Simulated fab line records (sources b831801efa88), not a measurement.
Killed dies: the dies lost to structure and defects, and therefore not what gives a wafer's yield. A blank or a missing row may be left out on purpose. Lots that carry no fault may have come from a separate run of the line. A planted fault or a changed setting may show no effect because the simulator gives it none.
Matching of chambers | flow sky130 | rie diel-01 running SKY_SPACER_ETCHBACK_02: 4 sister chambers
The step etches Si3N4 in CH3F/O2, stops on SiO2, time 46.7 s, target depth 45 nm. 18 wafers are shown with their chamber, then 9 later ones without.

WAFERS, EACH WITH ITS CHAMBER
wafer  | chamber | drypump motor current A (A) | chamber pressure mTorr (mTorr) | throttle valve pct (%)
L075.1 | 1       | 6.6                         | 25.022                         | 10.585
L075.2 | 2       | 5.3                         | 25.006                         | 10.548
L075.4 | 0       | 5.8                         | 25.027                         | 10.567
L078.1 | 1       | 6.6                         | 25.003                         | 10.559
L078.2 | 3       | 5.4                         | 24.995                         | 10.570
L078.5 | 3       | 5.4                         | 25.004                         | 10.551
L079.2 | 3       | 5.4                         | 24.987                         | 10.566
L079.5 | 3       | 5.4                         | 24.974                         | 10.566
L079.6 | 2       | 5.3                         | 24.996                         | 10.562
L085.3 | 2       | 5.3                         | 25.005                         | 10.576
L085.4 | 0       | 5.8                         | 25.012                         | 10.558
L085.6 | 1       | 6.6                         | 25.002                         | 10.566
L086.2 | 0       | 5.9                         | 24.956                         | 10.563
L086.4 | 1       | 6.6                         | 25.030                         | 10.568
L086.6 | 2       | 5.3                         | 25.031                         | 10.564
L087.3 | 1       | 6.6                         | 24.999                         | 10.567
L087.4 | 2       | 5.3                         | 24.984                         | 10.565
L087.6 | 3       | 5.4                         | 24.997                         | 10.560

SIGNATURES, as means of the wafers listed above
reading                 | chamber 0 | chamber 1 | chamber 2 | chamber 3 | scatter within a chamber
drypump motor current A | 5.833     | 6.600     | 5.300     | 5.400     | 0.0218
chamber pressure mTorr  | 24.99833  | 25.01120  | 25.00440  | 24.99140  | 0.0194
throttle valve pct      | 10.56267  | 10.56900  | 10.56300  | 10.56260  | 0.00858
Rule: a wafer lies at a distance from a chamber equal to the root of the sum of squares, over the readings, of (its reading less the chamber's mean, divided by the reading's scatter). The wafer belongs to the nearest chamber; if the next one is less than 2 further off, it can't be placed. How the scatter is found: for the shown wafers, subtract from each reading the mean of its chamber, square and add these, divide the total by (wafers less chambers), then take the root.

WAFERS MISSING THEIR CHAMBER
wafer  | drypump motor current A (A) | chamber pressure mTorr (mTorr) | throttle valve pct (%)
L089.2 | 5.8                         | 24.972                         | 10.563
L089.4 | 5.4                         | 24.961                         | 10.550
L089.5 | 5.3                         | 25.010                         | 10.565
L095.2 | 5.7                         | 24.973                         | 10.558
L095.4 | 5.4                         | 24.962                         | 10.560
L095.6 | 5.4                         | 25.006                         | 10.568
L096.2 | 5.8                         | 24.994                         | 10.554
L096.3 | 5.4                         | 24.965                         | 10.565
L096.5 | 6.6                         | 25.010                         | 10.565

EACH ONE'S CHAMBER
wafer  | from the rows above | in truth
L089.2 | 0                   | 0
L089.4 | 3                   | 3
L089.5 | 2                   | 2
L095.2 | 0                   | 0
L095.4 | 3                   | 3
L095.6 | 3                   | 3
L096.2 | 0                   | 0
L096.3 | 3                   | 3
L096.5 | 1                   | 1
Correct placement for 9 of the 9. Number that these rows cannot place: 0. Number placed wrongly: 0.
